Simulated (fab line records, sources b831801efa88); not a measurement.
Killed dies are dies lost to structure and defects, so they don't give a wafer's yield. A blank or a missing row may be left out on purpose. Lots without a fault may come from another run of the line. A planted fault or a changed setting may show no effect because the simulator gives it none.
Chamber matching | flow gf180mcu | GF_POLY_GATE_ETCH_13 on rie_si-02: 4 sister chambers
The step etches poly-Si in HBr/Cl2, stops on SiO2, target depth 198.5 nm, time 69.6 s. 14 wafers are shown with their chamber, then 7 later ones without.

WAFERS WITH THEIR CHAMBER
wafer  | chamber | oes_product_au (a.u.) | rf_fwd_power_W (W) | throttle_valve_pct (%)
L609.1 | 1       | 0.978                 | 397.3              | 33.673
L609.2 | 0       | 0.982                 | 396.7              | 33.681
L609.4 | 2       | 0.991                 | 395.9              | 33.683
L613.2 | 1       | 0.977                 | 395.7              | 33.674
L613.5 | 1       | 0.986                 | 396.9              | 33.685
L613.6 | 0       | 0.982                 | 396.7              | 33.675
L624.1 | 3       | 0.991                 | 396.5              | 33.688
L624.2 | 0       | 0.988                 | 396.1              | 33.685
L624.4 | 1       | 0.975                 | 396.0              | 33.673
L626.2 | 1       | 0.987                 | 394.9              | 33.665
L626.4 | 3       | 0.987                 | 396.9              | 33.681
L626.5 | 3       | 0.990                 | 397.7              | 33.690
L627.1 | 0       | 0.978                 | 395.5              | 33.691
L627.4 | 1       | 0.984                 | 395.7              | 33.690

SIGNATURES (means of the wafers above)
reading            | chamber 0 | chamber 1 | chamber 2 | chamber 3 | scatter within a chamber
oes_product_au     | 0.98250   | 0.98117   | 0.99100   | 0.98933   | 0.00436
rf_fwd_power_W     | 396.250   | 396.083   | 395.900   | 397.033   | 0.747
throttle_valve_pct | 33.68300  | 33.67667  | 33.68300  | 33.68633  | 0.00773
Rule: a wafer's distance from a chamber is the root of the sum, over the readings, of the square of ((its reading less the chamber's mean) divided by the reading's scatter). The wafer belongs to the nearest chamber; if the next one is less than 2 further off, it can't be placed. The scatter: the root of (the sum of the squares of (reading less its chamber's mean) over the shown wafers, divided by (wafers less chambers)).

WAFERS WITHOUT THEIR CHAMBER
wafer  | oes_product_au (a.u.) | rf_fwd_power_W (W) | throttle_valve_pct (%)
L627.5 | 0.999                 | 394.0              | 33.690
L629.3 | 0.981                 | 396.5              | 33.680
L629.4 | 0.991                 | 394.9              | 33.677
L629.5 | 0.987                 | 396.5              | 33.689
L631.1 | 0.993                 | 396.0              | 33.680
L631.3 | 0.984                 | 394.0              | 33.689
L631.4 | 0.996                 | 396.4              | 33.697

WHICH CHAMBER EACH WENT THROUGH
wafer  | from the rows above               | in truth
L627.5 | can't be placed: 2 or 3 or 0 or 1 | 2
L629.3 | can't be placed: 0 or 1 or 3 or 2 | 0
L629.4 | can't be placed: 2 or 1 or 0 or 3 | 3
L629.5 | can't be placed: 3 or 0 or 2 or 1 | 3
L631.1 | can't be placed: 2 or 3 or 0      | 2
L631.3 | can't be placed: 2 or 0 or 1 or 3 | 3
L631.4 | can't be placed: 3 or 2 or 0      | 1
Placed correctly: 0 of 7. Can't be placed from these rows: 7 (the true chamber is among the candidates in 6). Placed wrongly: 0.
